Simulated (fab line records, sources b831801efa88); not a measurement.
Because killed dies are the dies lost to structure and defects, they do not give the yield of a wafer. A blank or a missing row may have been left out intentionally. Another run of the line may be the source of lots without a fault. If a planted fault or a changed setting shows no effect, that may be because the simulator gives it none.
Chamber matching | flow sfq_line | 4 sister chambers for SFQ_TRILAYER_I4_CMP_CMP_100 on cmp-02
The step polishes SiO2. 4 wafers are shown with their chamber, then 7 later ones without.

## WAFERS WITH THEIR CHAMBER
wafer  | chamber | motor_current_A (A)
L719.2 | 1       | 11.4
L719.6 | 2       | 9.3
L731.1 | 0       | 10.4
L731.4 | 3       | 9.4

## WAFERS WITH NO CHAMBER GIVEN
wafer  | motor_current_A (A)
L731.5 | 11.7
L732.4 | 9.1
L732.2 | 10.2
L732.3 | 11.3
L733.1 | 10.2
L733.3 | 9.6
L733.5 | 9.2

## EACH ONE'S CHAMBER
wafer  | from the rows above     | in truth
L731.5 | 1                       | 1
L732.4 | can't be placed: 2 or 3 | 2
L732.2 | 0                       | 0
L732.3 | 1                       | 1
L733.1 | 0                       | 0
L733.3 | can't be placed: 3 or 2 | 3
L733.5 | can't be placed: 2 or 3 | 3
Correct placement for 4 of the 7. Cannot be placed on the basis of these rows: 3; the candidates contain the true chamber in 3. Number placed wrongly: 0.
How it was worked out, from the rows above alone: a wafer's distance from a chamber is the root of the sum, over the readings, of the square of ((its reading less the chamber's mean) divided by the reading's scatter). If the next closest chamber is less than 2 further off than the closest, the wafer can't be placed; otherwise it belongs to the closest. The mean given for a chamber averages the wafers shown for that chamber. The scatter: with one shown wafer a chamber, the root of the mean of the squares of how far each hidden wafer lies from its nearest shown one.
